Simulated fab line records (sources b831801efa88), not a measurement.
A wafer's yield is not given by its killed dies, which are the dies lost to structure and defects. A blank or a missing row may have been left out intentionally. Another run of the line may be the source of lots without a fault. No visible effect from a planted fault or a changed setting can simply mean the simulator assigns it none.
Which tool is to blame? | flow gf180mcu | 42 wafers from 14 lots sampled at 2 of the route's 602 steps

== WHAT THE GAUGES READ, wafer by wafer ==
GF_CONTACT_THK_MEAS_03.
lot  | measured     | on            | CONTACT_CVD_02_THK (nm)
L821 | day 15 03:14 | film_metro-03 | 860 849 852
L823 | day 15 22:15 | film_metro-03 | 858 867 864
L824 | day 16 00:31 | film_metro-03 | 846 846 861
L826 | day 16 23:17 | film_metro-01 | 850 867 870
L827 | day 17 08:59 | film_metro-02 | 868 876 868
L828 | day 17 14:43 | film_metro-03 | 854 856 857
L833 | day 19 16:43 | film_metro-03 | 846 855 869
L834 | day 19 22:59 | film_metro-03 | 844 852 856
L836 | day 20 19:59 | film_metro-03 | 843 855 855
L837 | day 21 00:16 | film_metro-03 | 844 832 857
L838 | day 21 04:56 | film_metro-02 | 847 877 859
L839 | day 21 14:43 | film_metro-02 | 860 852 852
L841 | day 22 08:23 | film_metro-01 | 852 871 872
L843 | day 22 22:07 | film_metro-02 | 865 835 853

GF_CONTACT_CD_MEAS_14: target cd 220 nm.
lot  | measured     | on        | cd_nm (nm)
L821 | day 16 01:18 | cd_sem-01 | 218.5 220.3 221.2
L823 | day 16 20:49 | cd_sem-01 | 222.9 221.8 222.6
L824 | day 16 23:00 | cd_sem-01 | 221.0 221.6 221.4
L826 | day 17 23:20 | cd_sem-02 | 220.7 222.0 221.4
L827 | day 18 09:16 | cd_sem-01 | 219.9 220.0 220.7
L828 | day 18 14:53 | cd_sem-02 | 218.3 216.9 217.4
L833 | day 20 17:40 | cd_sem-02 | 221.8 222.4 219.1
L834 | day 20 23:21 | cd_sem-01 | 219.2 217.6 219.0
L836 | day 21 19:53 | cd_sem-02 | 220.7 220.3 220.9
L837 | day 22 01:02 | cd_sem-02 | 218.8 219.6 219.3
L838 | day 22 04:50 | cd_sem-02 | 222.0 220.8 220.4
L839 | day 22 14:31 | cd_sem-02 | 221.1 221.2 220.0
L841 | day 23 07:52 | cd_sem-02 | 220.4 220.7 220.2
L843 | day 23 21:12 | cd_sem-01 | 219.4 219.6 219.8

== EACH LOT AND THE TOOL THAT RAN IT (in order: tool; ch and the chambers of the sampled wafers; start) ==
Record: no process step prior to these readings.

== AS READ BY THE TOOLS THEMSELVES (means over the sampled wafers that have a number; for cases with no such wafer, the mark the record gives instead) ==
The record holds no such reading with a usual standard deviation.

== THE ANSWER, worked out from the rows above alone ==
Rule: what is usual is taken from the lots themselves. Put in order of their means at a reading, lots are off if they are a third of the lots or fewer, leave a main group of 4 or more, and stand apart from it by a gap of 3 or more times the standard deviation of the main group's means; of several such gaps the widest counts. The tables above print the reading to a certain number of digits; a main group whose means all agree to those digits is not used. Also off: a lot with no number at a reading for which 4 or more lots have one. The other lots that the step has rows for count as sound. First the gauges in route order, then the tools' own readings, where a lot's mean is used as printed above. The first step at which some lot is off is used, and at that step the reading that is off furthest; a lot without a number counts as furthest.
No lot is off on any of the readings shown, so nothing can be concluded from this.

== WHAT THE SIMULATOR HAD INSERTED ==
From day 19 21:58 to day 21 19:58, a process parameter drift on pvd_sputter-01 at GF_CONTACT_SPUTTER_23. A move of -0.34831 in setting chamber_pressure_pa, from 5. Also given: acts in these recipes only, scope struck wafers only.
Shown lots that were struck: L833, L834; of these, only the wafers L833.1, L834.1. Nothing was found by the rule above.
